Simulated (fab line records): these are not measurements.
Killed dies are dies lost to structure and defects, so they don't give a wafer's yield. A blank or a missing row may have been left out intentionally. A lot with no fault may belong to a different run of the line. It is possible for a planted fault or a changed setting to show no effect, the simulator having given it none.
Which tool was responsible? || flow gf180mcu || 45 wafers from 15 lots sampled at 2 of the route's 602 steps

WHAT THE GAUGES SHOWED, per wafer
GF_V4_OVL_MEAS_15.
{"lot": "L733", "measured": "day 24 06:28", "on": "overlay-02", "V4_OVL (nm)": "1 3 6"}
{"lot": "L734", "measured": "day 24 19:00", "on": "overlay-01", "V4_OVL (nm)": "4 0 -2"}
{"lot": "L736", "measured": "day 25 09:31", "on": "overlay-01", "V4_OVL (nm)": "1 3 4"}
{"lot": "L738", "measured": "day 26 05:22", "on": "overlay-01", "V4_OVL (nm)": "9 3 1"}
{"lot": "L739", "measured": "day 26 09:04", "on": "overlay-01", "V4_OVL (nm)": "1 2 5"}
{"lot": "L740", "measured": "day 26 20:19", "on": "overlay-01", "V4_OVL (nm)": "-6 -10 1"}
{"lot": "L741", "measured": "day 27 03:36", "on": "overlay-02", "V4_OVL (nm)": "0 -1 -2"}
{"lot": "L743", "measured": "day 27 19:07", "on": "overlay-02", "V4_OVL (nm)": "-8 -8 -4"}
{"lot": "L749", "measured": "day 29 11:10", "on": "overlay-01", "V4_OVL (nm)": "2 1 -4"}
{"lot": "L750", "measured": "day 29 17:10", "on": "overlay-01", "V4_OVL (nm)": "-1 -8 -2"}
{"lot": "L751", "measured": "day 30 03:19", "on": "overlay-02", "V4_OVL (nm)": "-4 1 1"}
{"lot": "L753", "measured": "day 30 11:45", "on": "overlay-01", "V4_OVL (nm)": "-3 6 -2"}
{"lot": "L754", "measured": "day 30 21:10", "on": "overlay-02", "V4_OVL (nm)": "-2 5 2"}
{"lot": "L755", "measured": "day 31 02:36", "on": "overlay-02", "V4_OVL (nm)": "0 3 1"}
{"lot": "L756", "measured": "day 31 10:10", "on": "overlay-02", "V4_OVL (nm)": "4 9 -1"}

GF_M5_CD_MEAS_07: target cd 280 nm.
{"lot": "L733", "measured": "day 26 02:53", "on": "cd_sem-02", "cd_nm (nm)": "281.3 280.4 279.9"}
{"lot": "L734", "measured": "day 26 15:17", "on": "cd_sem-02", "cd_nm (nm)": "280.1 279.2 279.0"}
{"lot": "L736", "measured": "day 27 05:03", "on": "cd_sem-01", "cd_nm (nm)": "280.7 279.5 279.8"}
{"lot": "L738", "measured": "day 27 23:50", "on": "cd_sem-01", "cd_nm (nm)": "278.5 278.8 278.5"}
{"lot": "L739", "measured": "day 28 02:41", "on": "cd_sem-01", "cd_nm (nm)": "279.0 278.6 278.5"}
{"lot": "L740", "measured": "day 28 13:47", "on": "cd_sem-01", "cd_nm (nm)": "280.6 280.8 279.7"}
{"lot": "L741", "measured": "day 28 20:41", "on": "cd_sem-01", "cd_nm (nm)": "279.7 279.3 279.1"}
{"lot": "L743", "measured": "day 29 12:00", "on": "cd_sem-01", "cd_nm (nm)": "281.3 280.6 280.3"}
{"lot": "L749", "measured": "day 31 01:44", "on": "cd_sem-02", "cd_nm (nm)": "278.9 278.4 279.3"}
{"lot": "L750", "measured": "day 31 06:44", "on": "cd_sem-01", "cd_nm (nm)": "280.4 280.5 280.8"}
{"lot": "L751", "measured": "day 31 16:50", "on": "cd_sem-01", "cd_nm (nm)": "279.9 280.0 280.6"}
{"lot": "L753", "measured": "day 32 01:50", "on": "cd_sem-01", "cd_nm (nm)": "281.6 280.1 281.3"}
{"lot": "L754", "measured": "day 32 09:23", "on": "cd_sem-01", "cd_nm (nm)": "281.2 281.6 282.0"}
{"lot": "L755", "measured": "day 32 14:32", "on": "cd_sem-02", "cd_nm (nm)": "280.7 281.2 281.8"}
{"lot": "L756", "measured": "day 32 21:53", "on": "cd_sem-01", "cd_nm (nm)": "280.5 280.0 280.3"}

WHICH TOOL RAN EACH LOT (tool, then ch and the chambers of the sampled wafers, then the start)
No process step before these readings appears in the record.

WHAT THE TOOLS THEMSELVES READ (means of the sampled wafers that have a number; where no wafer has one, the mark that the record gives instead)
The record holds no such reading with a usual standard deviation.

THE ANSWER, worked out from the rows above alone
Rule: the lots themselves supply what counts as usual. Put in order of their means at a reading, lots are off if they are a third of the lots or fewer, leave a main group of 4 or more, and stand apart from it by a gap of 3 or more times the standard deviation of the main group's means; of several such gaps the widest counts. If all means in a main group match to the digits the tables above print for the reading, that group is not used. Also off: a lot with no number at a reading for which 4 or more lots have one. The other lots that the step has rows for count as sound. Order of review: gauges by route order, followed by the tools' own readings, for which a lot's mean as printed above is used. The first step at which some lot is off is used, and at that step the reading that is off furthest; a lot without a number counts as furthest.
No lot is off at any reading shown: from this, nothing can be told.

WHAT THE SIMULATOR HAD PUT IN
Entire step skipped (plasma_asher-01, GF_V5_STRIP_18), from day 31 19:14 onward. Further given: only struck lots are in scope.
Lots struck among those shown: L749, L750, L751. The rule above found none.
